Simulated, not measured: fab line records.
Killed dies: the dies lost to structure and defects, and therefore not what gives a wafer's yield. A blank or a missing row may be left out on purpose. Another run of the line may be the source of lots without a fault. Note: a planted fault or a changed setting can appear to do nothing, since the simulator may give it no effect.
Comparing a struck lot with a sound one / flow sky130 / 21 out of 708 route steps
Sound: these wafers, L233.3, L233.5, L233.6. Wafers struck: L244.1, L244.4, L244.6. At the end, the cause is stated.
Each step with rows lists, per side, the tool, then ch with its chambers, then its first start. Under that, the readings that differ: sound wafers / struck wafers / difference of the means / sigmas: that difference in standard deviations of wafers without a fault.
alike: words and numbers the same on both sides, and readings whose means are apart by under 2 such deviations; not compared: readings that were withheld, readings missing a value for some wafer, numbers with overlapping values and no deviation given by the record, and bounds like >300 which may hide the same value.
The two part at a step that has a row with sigmas, a row that says differs or no value, or rows on one side only. Numbers that have no deviation but don't overlap get no sigmas and don't part them. A reading missing from all wafers of one side parts the sides only when that side holds two or more wafers.

first, 5 steps without rows for these wafers: SKY_SD_P_COAT_02 (resist thk 1140 nm); SKY_SD_P_SOFTBAKE_03 (time 60 s); SKY_SD_P_EXPOSE_04 (exposes mask PSDM, target cd 380 nm); SKY_SD_P_PEB_05; SKY_SD_P_DEVELOP_06 (develop time 60 s).
SKY_SD_P_CD_MEAS_07: target cd 380 nm.
  sound on cd_sem-01, day 28 05:16; struck on cd_sem-02, day 32 05:17
  alike: cd_nm
SKY_SD_P_OVL_MEAS_08:
  sound on overlay-01, day 28 05:21; struck on overlay-01, day 32 05:24
  alike: SD_P_OVL
next, for these wafers, 1 step has no rows: SKY_SD_P_IMPLANT_09.
SKY_SD_P_STRIP_10: strips in O2/N2.
  sound on plasma_asher-01 ch 0,1, day 28 05:33; struck on plasma_asher-01 ch 0,1, day 32 05:35
  alike: chamber_pressure_mTorr, drypump_motor_current_A, oes_product_au, strip_time_to_endpoint_s
  not compared: rf_hours_counter_h
SKY_SD_P_TW_MEAS_11:
  sound on film_metro-02, day 28 05:38; struck on film_metro-02, day 32 05:41
  alike: SD_P_TW
then, 2 steps without rows for these wafers: SKY_RES_XHIGH_DEHYDRATE_00 (time 60 s); SKY_RES_XHIGH_HMDS_01 (prime time 60 s).
SKY_RES_XHIGH_COAT_02: resist thk 1140 nm.
  sound on litho_track-03 ch 0, day 28 20:08; struck on litho_track-03 ch 0, day 32 18:02
reading=model.NOVOLAK_of_RES_XHIGH_COAT_02.thk_nm (nm); sound=1143 1148 1141; struck=1068 1065 1067; difference=-77; sigmas=
then, 3 steps without rows for these wafers: SKY_RES_XHIGH_SOFTBAKE_03 (time 60 s); SKY_RES_XHIGH_EXPOSE_04 (exposes mask URPM, target cd 1270 nm); SKY_RES_XHIGH_PEB_05.
SKY_RES_XHIGH_DEVELOP_06: develop time 60 s.
  sound on litho_track-01 ch 0, day 29 09:53; struck on litho_track-03 ch 0, day 33 08:02
reading=model.NOVOLAK_of_RES_XHIGH_COAT_02.thk_nm (nm); sound=1143 1148 1140; struck=1068 1065 1067; difference=-77; sigmas=
  alike: developer_temp_C
next, for these wafers, 1 step has no rows: SKY_RES_XHIGH_IMPLANT_07.
SKY_RES_XHIGH_STRIP_08: strips in O2/N2.
  sound on plasma_asher-04 ch 0,1, day 29 10:10; struck on plasma_asher-02 ch 0,1, day 33 08:20
reading=strip_time_to_endpoint_s (s); sound=14.32 14.36 14.28; struck=13.43 13.39 13.42; difference=-0.91; sigmas=-25
  alike: chamber_pressure_mTorr, drypump_motor_current_A, oes_product_au
  not compared: rf_hours_counter_h
SKY_RES_XHIGH_TW_MEAS_09:
  sound on film_metro-02, day 29 10:15; struck on film_metro-02, day 33 08:26
  alike: RES_XHIGH_TW
next, for these wafers, 1 step has no rows: SKY_PAD_OPEN_PROBE_99.

WHERE THEY PART
Only at SKY_RES_XHIGH_STRIP_08, within this record. Later steps at which nothing parts them and some readings are alike: SKY_RES_XHIGH_TW_MEAS_09.

WHY: what had been put in by the simulator
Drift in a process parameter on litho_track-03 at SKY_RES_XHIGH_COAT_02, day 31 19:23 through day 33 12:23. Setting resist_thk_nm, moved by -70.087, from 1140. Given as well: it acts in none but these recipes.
